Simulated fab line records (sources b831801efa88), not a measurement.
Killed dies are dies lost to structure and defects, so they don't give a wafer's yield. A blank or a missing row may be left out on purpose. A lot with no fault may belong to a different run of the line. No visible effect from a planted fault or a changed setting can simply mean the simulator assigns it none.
A struck lot beside a sound one ; flow sky130 ; 43 steps out of a route of 708
Sound: these wafers, L618.2, L618.3, L618.5. Struck: wafers L627.1, L627.3, L627.5. Last of all comes the cause.
Order at every step that has rows: each side's tool, ch and its chambers, its first start. Under that, the readings that differ: sound wafers ; struck wafers ; difference of the means ; sigmas: that difference in standard deviations of wafers without a fault.
alike: readings with means less than 2 such deviations apart, plus words and numbers identical on both sides. not compared: withheld readings, readings lacking a value on some wafer, bounds such as >300 that could conceal the same value, and numbers that have no deviation in the record and whose values overlap.
A row with sigmas, a row that says differs or no value, or rows on one side alone: a step with any of these is where the two part. Non-overlapping numbers with no deviation appear without sigmas and do not part them. A reading missing from all wafers of one side parts the sides only when that side holds two or more wafers.

first, 3 steps without rows for these wafers: SKY_METAL1_EXPOSE_12 (exposes mask MM1, target cd 140 nm); SKY_METAL1_PEB_13; SKY_METAL1_DEVELOP_14 (develop time 60 s).
SKY_METAL1_CD_MEAS_15: the cd target is 140 nm.
  struck on cdSem-01, day 35 13:26; sound on cdSem-01, day 32 15:15
  alike: cdNm
SKY_METAL1_OVL_MEAS_16:
  struck on overlay-01, day 35 13:33; sound on overlay-01, day 32 15:22
  alike: METAL1_OVL
then, 2 steps without rows for these wafers: SKY_METAL1_DESCUM_17 (chemistry O2, time 8 s); SKY_METAL1_ETCH_18 (etches BARC in N2/H2, stops on SiO2, time 45.9 s, target depth 60 nm).
SKY_METAL1_METAL_ETCH_19: etches the open film in Cl2/BCl3, stops on SiO2, target depth 360 nm, time 78 s.
  sound on rieMetal-03 ch 0, day 32 15:29; struck on rieMetal-02 ch 0,1, day 35 13:41
  alike: drypumpMotorCurrentA, oesProductAu, rfFwdPowerW, throttleValvePct
  not compared: rfHoursCounterH
then, 4 steps without rows for these wafers: SKY_METAL1_STRIP_20 (strips in O2/N2); SKY_METAL1_STRIP_21 (strips in post etch residue remover, time 1200 s); SKY_METAL1_CLEAN_22 (cleans in IPA, time 180 s); SKY_METAL1_CLEAN_23 (cleans in O3/DIW).
SKY_VIA1_HDPCVD_00: deposits SiO2, target thk 1030 nm, time 171.7 s.
  sound on hdpcvd-01 ch 1,2, day 32 16:10; struck on hdpcvd-01 ch 1,2, day 35 14:22
  alike: sih4FlowSccm, susceptorTempC
SKY_VIA1_THK_MEAS_01:
  struck on filmMetro-04, day 35 14:29; sound on filmMetro-03, day 32 16:17
  alike: VIA1_HDPCVD_THK
SKY_VIA1_CMP_02: polishes SiO2.
  sound on cmp-02 ch 0,1,2, day 32 16:20; struck on cmp-01 ch 0,1,3, day 35 14:35
  alike: motorCurrentA, slurryFlowMlMin
SKY_VIA1_BOW_MEAS_03:
  struck on filmMetro-03, day 35 14:50; sound on filmMetro-03, day 32 16:40
  alike: VIA1_BOW
then, 8 steps without rows for these wafers: SKY_VIA1_DEHYDRATE_04 (time 60 s); SKY_VIA1_HMDS_05 (prime time 60 s); SKY_VIA1_COAT_06 (resist thk 60 nm); SKY_VIA1_COAT_07 (resist thk 450 nm); SKY_VIA1_SOFTBAKE_08 (time 90 s); SKY_VIA1_EXPOSE_09 (exposes mask VIM, target cd 150 nm); SKY_VIA1_PEB_10; SKY_VIA1_DEVELOP_11 (develop time 60 s).
SKY_VIA1_CD_MEAS_12: the cd target is 150 nm.
  struck on cdSem-02, day 36 16:17; sound on cdSem-02, day 33 18:30
  alike: cdNm
SKY_VIA1_OVL_MEAS_13:
  struck on overlay-01, day 36 16:24; sound on overlay-02, day 33 18:37
  alike: VIA1_OVL
then, 6 steps without rows for these wafers: SKY_VIA1_ETCH_14 (etches BARC in N2/H2, stops on SiO2, time 45.9 s, target depth 60 nm); SKY_VIA1_ETCH_15 (etches SiO2 in C4F8/O2/Ar, stops on TiN, target depth 351 nm, time 54 s); SKY_VIA1_STRIP_16 (strips in O2/N2); SKY_VIA1_STRIP_17 (strips in post etch residue remover, time 1200 s); SKY_VIA1_CLEAN_18 (cleans in IPA, time 180 s); SKY_VIA1_CLEAN_19 (cleans in O3/DIW).
SKY_VIA1_SPUTTER_20: material TiN, target thk 20 nm, time 80 s.
  struck on pvdSputter-04, day 36 17:08; sound on pvdSputter-03, day 33 19:19
  alike: cathodeDcPowerW, throttleValvePct
then, 1 step without rows for these wafers: SKY_VIA1_CVD_21 (deposits W, target thk 270 nm, time 80.902 s).
SKY_VIA1_RS_MEAS_22: a four-point-probe measurement.
  struck on filmMetro-03, day 36 17:17; sound on filmMetro-03, day 33 19:29
  alike: VIA1_W_RS
SKY_VIA1_THK_MEAS_23: measures by xrf.
  struck on filmMetro-03, day 36 17:25; sound on filmMetro-03, day 33 19:36
  alike: VIA1_W_THK
then, 1 step without rows for these wafers: SKY_VIA1_CMP_24 (polishes, stops on SiO2, t overpolish 15 s, target thk 0 nm).
SKY_METAL2_SPUTTER_00: material Ti, target thk 15 nm, time 10 s.
  struck on pvdSputter-02, day 36 17:46; sound on pvdSputter-01, day 33 19:57
  alike: cathodeDcPowerW, throttleValvePct
then, 2 steps without rows for these wafers: SKY_METAL2_SPUTTER_01 (material TiN, target thk 20 nm, time 16.7 s); SKY_METAL2_SPUTTER_02 (material AlCu, target thk 250 nm, time 13.3 s).
SKY_METAL2_SPUTTER_03: material Ti, target thk 5 nm, time 3.3 s.
  struck on pvdSputter-02, day 36 17:50; sound on pvdSputter-01, day 33 20:02
  alike: cathodeDcPowerW, throttleValvePct
then, 1 step without rows for these wafers: SKY_METAL2_SPUTTER_04 (material TiN, target thk 70 nm, time 58.3 s).
-- the record jumps here: 11 days lie between the struck wafers' starts before and after (it left off in module METAL2 and takes up again in module PAD_OPEN, whose first step shown is number 708 of the route) --
SKY_PAD_OPEN_PROBE_99:
  struck on prober-01, day 47 20:10; sound on prober-02, day 45 16:50
reading;sound;struck;difference;sigmas
defectLimitedYield (%);79.3 83.7 81.7;76.2 79.3 74.2;-5.0;-2
killed_at_M0_to_M3;57 30 42;69 64 90;+31;+4
killedDies;102 80 90;117 102 127;+25;+3
sort_bin_5_function (%);12.2 9.1 9.3;15.9 12.6 16.9;+4.9;+4
sortNPass;390 412 402;375 390 365;-25;-3
sortYieldPct (%);79.3 83.7 81.7;76.2 79.3 74.2;-5.0;-2
model.etest.tester.sort_bin_5_pct (%);12.2 9.146 9.35;15.85 12.6 16.87;+4.87;
  alike: killed_at_M4_up, killedAtContacts, killedAtFrontEnd, killedAtOther, killedOpen, killedShort, sort_bin_3_pad_short, sort_bin_6_memory
  not compared: model.etest.tester.sortNPass, model.etest.tester.sortYieldPct, model.etest.tester.sort_bin_3_pct

WHERE THEY PART
At SKY_PAD_OPEN_PROBE_99 and nowhere else, as far as this record goes.

WHY: what the simulator had put in
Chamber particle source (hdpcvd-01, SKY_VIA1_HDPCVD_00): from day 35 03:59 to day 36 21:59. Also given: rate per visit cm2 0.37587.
